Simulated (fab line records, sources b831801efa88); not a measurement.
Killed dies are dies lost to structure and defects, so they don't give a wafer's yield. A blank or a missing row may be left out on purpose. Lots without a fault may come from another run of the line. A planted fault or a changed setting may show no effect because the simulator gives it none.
Which tool did it? | flow sky130 | 13 lots, 39 wafers sampled, at 5 steps of a route of 708

WHAT THE GAUGES READ, wafer by wafer
SKY_SONOS_ONO_THK_MEAS_01.
lot  | measured     | on            | SONOS_ONO_OXIDATION_THK (nm)
L253 | day 11 17:06 | film_metro-02 | 2.58 2.57 2.49
L254 | day 12 02:32 | film_metro-04 | 2.66 2.62 2.63
L256 | day 12 14:52 | film_metro-02 | 2.58 2.54 2.61
L257 | day 12 17:44 | film_metro-04 | 2.59 2.54 2.53
L258 | day 13 04:59 | film_metro-01 | 2.60 2.55 2.57
L261 | day 14 07:20 | film_metro-01 | 2.52 2.56 2.55
L262 | day 14 15:06 | film_metro-01 | 2.60 2.63 2.61
L263 | day 14 17:37 | film_metro-02 | 2.55 2.70 2.65
L264 | day 15 05:05 | film_metro-01 | 2.55 2.58 2.56
L266 | day 15 22:14 | film_metro-02 | 2.59 2.56 2.53
L267 | day 16 06:10 | film_metro-02 | 2.97 2.97 2.91 2.89 2.92 2.95
L268 | day 16 18:53 | film_metro-02 | 2.83 2.93 2.89 2.82 2.91 2.79
L276 | day 19 22:19 | film_metro-04 | 2.65 2.63 2.66

SKY_VIA3_BOW_MEAS_03.
lot  | measured     | on            | VIA3_BOW (um)
L253 | day 38 18:25 | film_metro-01 | 82 70 80
L254 | day 39 00:51 | film_metro-01 | 78 87 84
L256 | day 39 21:22 | film_metro-02 | 88 81 77
L257 | day 39 21:32 | film_metro-02 | 77 68 71
L258 | day 40 09:28 | film_metro-03 | 76 80 86
L261 | day 41 06:52 | film_metro-01 | 63 71 79
L262 | day 41 13:06 | film_metro-01 | 86 86 77
L263 | day 41 17:37 | film_metro-03 | 89 66 68
L264 | day 42 01:21 | film_metro-02 | 71 71 79
L266 | day 42 16:55 | film_metro-03 | 70 67 76
L267 | day 42 20:35 | film_metro-01 | 78 86 78
L268 | day 43 10:14 | film_metro-03 | 77 77 78
L276 | day 45 15:30 | film_metro-01 | 82 61 69

SKY_VIA3_RS_MEAS_22: measures by four-point-probe.
lot  | measured     | on            | VIA3_W_RS (ohm/sq)
L253 | day 39 20:31 | film_metro-02 | 0.295 0.295 0.293
L254 | day 40 02:06 | film_metro-02 | 0.298 0.293 0.295
L256 | day 40 22:47 | film_metro-01 | 0.295 0.296 0.296
L257 | day 40 23:34 | film_metro-03 | 0.291 0.295 0.297
L258 | day 41 11:20 | film_metro-02 | 0.292 0.299 0.296
L261 | day 42 08:43 | film_metro-02 | 0.296 0.292 0.297
L262 | day 42 14:28 | film_metro-02 | 0.298 0.298 0.298
L263 | day 42 18:28 | film_metro-01 | 0.297 0.301 0.303
L264 | day 43 01:37 | film_metro-01 | 0.296 0.296 0.291
L266 | day 43 16:27 | film_metro-01 | 0.297 0.296 0.293
L267 | day 43 20:10 | film_metro-03 | 0.289 0.292 0.299
L268 | day 44 10:04 | film_metro-01 | 0.292 0.288 0.295
L276 | day 46 13:49 | film_metro-03 | 0.289 0.289 0.287

WHICH TOOL RAN EACH LOT (tool, then ch and the chambers of the sampled wafers, then the start)
lot  | SKY_SONOS_ONO_OXIDATION_00    | SKY_METAL3_SPUTTER_00
L253 | furnace-01 ch 0, day 11 15:45 | pvd_sputter-03, day 36 13:46
L254 | furnace-02 ch 0, day 12 01:11 | pvd_sputter-02, day 36 19:49
L256 | furnace-01 ch 0, day 12 13:31 | pvd_sputter-01, day 37 15:31
L257 | furnace-01 ch 0, day 12 16:23 | pvd_sputter-03, day 37 15:55
L258 | furnace-01 ch 0, day 13 03:38 | pvd_sputter-03, day 38 04:34
L261 | furnace-02 ch 0, day 14 05:57 | pvd_sputter-03, day 39 03:16
L262 | furnace-02 ch 0, day 14 13:44 | pvd_sputter-02, day 39 09:43
L263 | furnace-02 ch 0, day 14 16:16 | pvd_sputter-01, day 39 14:31
L264 | furnace-02 ch 0, day 15 03:44 | pvd_sputter-02, day 39 21:11
L266 | furnace-02 ch 0, day 15 20:52 | pvd_sputter-02, day 40 13:49
L267 | furnace-02 ch 0, day 16 04:49 | pvd_sputter-03, day 40 18:39
L268 | furnace-02 ch 0, day 16 17:32 | pvd_sputter-03, day 41 09:40
L276 | furnace-01 ch 0, day 19 20:57 | pvd_sputter-01, day 43 17:17
- SKY_SONOS_ONO_OXIDATION_00: stabilise 600 s, purge 300 s, target thk 2.6 nm.
- SKY_METAL3_SPUTTER_00: material Ti, target thk 15 nm, time 10 s.

WHAT THE TOOLS THEMSELVES READ (means of the sampled wafers that have a number; where no wafer has one, the mark that the record gives instead)
SKY_SONOS_ONO_OXIDATION_00.
lot  | tool       | spike_tc_centre_C (C) | tube_center_temp_C (C)
L253 | furnace-01 | 800.3                 | 800
L254 | furnace-02 | 799.6                 | 800
L256 | furnace-01 | 800.9                 | 800
L257 | furnace-01 | 800.9                 | 800
L258 | furnace-01 | 801.0                 | 800
L261 | furnace-02 | 800.1                 | 800
L262 | furnace-02 | 800.2                 | 800
L263 | furnace-02 | 800.1                 | 800
L264 | furnace-02 | 800.5                 | 800
L266 | furnace-02 | 801.1                 | 800
L267 | furnace-02 | 801.3                 | 800
L268 | furnace-02 | 799.2                 | 800
L276 | furnace-01 | 801.5                 | 800

SKY_METAL3_SPUTTER_00.
lot  | tool           | throttle_valve_pct (%)
L253 | pvd_sputter-03 | 30.2
L254 | pvd_sputter-02 | 30.5
L256 | pvd_sputter-01 | 29.3
L257 | pvd_sputter-03 | 30.0
L258 | pvd_sputter-03 | 30.1
L261 | pvd_sputter-03 | 31.2
L262 | pvd_sputter-02 | 30.6
L263 | pvd_sputter-01 | 28.3
L264 | pvd_sputter-02 | 30.6
L266 | pvd_sputter-02 | 30.6
L267 | pvd_sputter-03 | 31.1
L268 | pvd_sputter-03 | 31.1
L276 | pvd_sputter-01 | 28.6

THE ANSWER, worked out from the rows above alone
Rule: what is usual is taken from the lots themselves. Put in order of their means at a reading, lots are off if they are a third of the lots or fewer, leave a main group of 4 or more, and stand apart from it by a gap of 3 or more times the standard deviation of the main group's means; of several such gaps the widest counts. A main group whose means are all the same, to the digits that the tables above print for the reading, isn't used. A lot without any number at a reading at which 4 lots or more have one is off too. The other lots that the step has rows for count as sound. The gauges are gone through in route order, then the tools' own readings, and for those a lot's mean is taken as printed above. The first step at which some lot is off is used, and at that step the reading that is off furthest; a lot without a number counts as furthest.
Off: L267, L268, at SKY_SONOS_ONO_THK_MEAS_01 (SONOS_ONO_OXIDATION_THK). The main group: mean 2.59 nm, standard deviation 0.037.
A tool fits if, at a process step before that reading, it ran every lot that is off, and no sound lot after the first of them. The gauges at SKY_SONOS_ONO_THK_MEAS_01 are tried like those tools. Can't be told from this: 2 tools fit, furnace-02 at SKY_SONOS_ONO_OXIDATION_00, film_metro-02 at SKY_SONOS_ONO_THK_MEAS_01.

WHAT THE SIMULATOR HAD PUT IN
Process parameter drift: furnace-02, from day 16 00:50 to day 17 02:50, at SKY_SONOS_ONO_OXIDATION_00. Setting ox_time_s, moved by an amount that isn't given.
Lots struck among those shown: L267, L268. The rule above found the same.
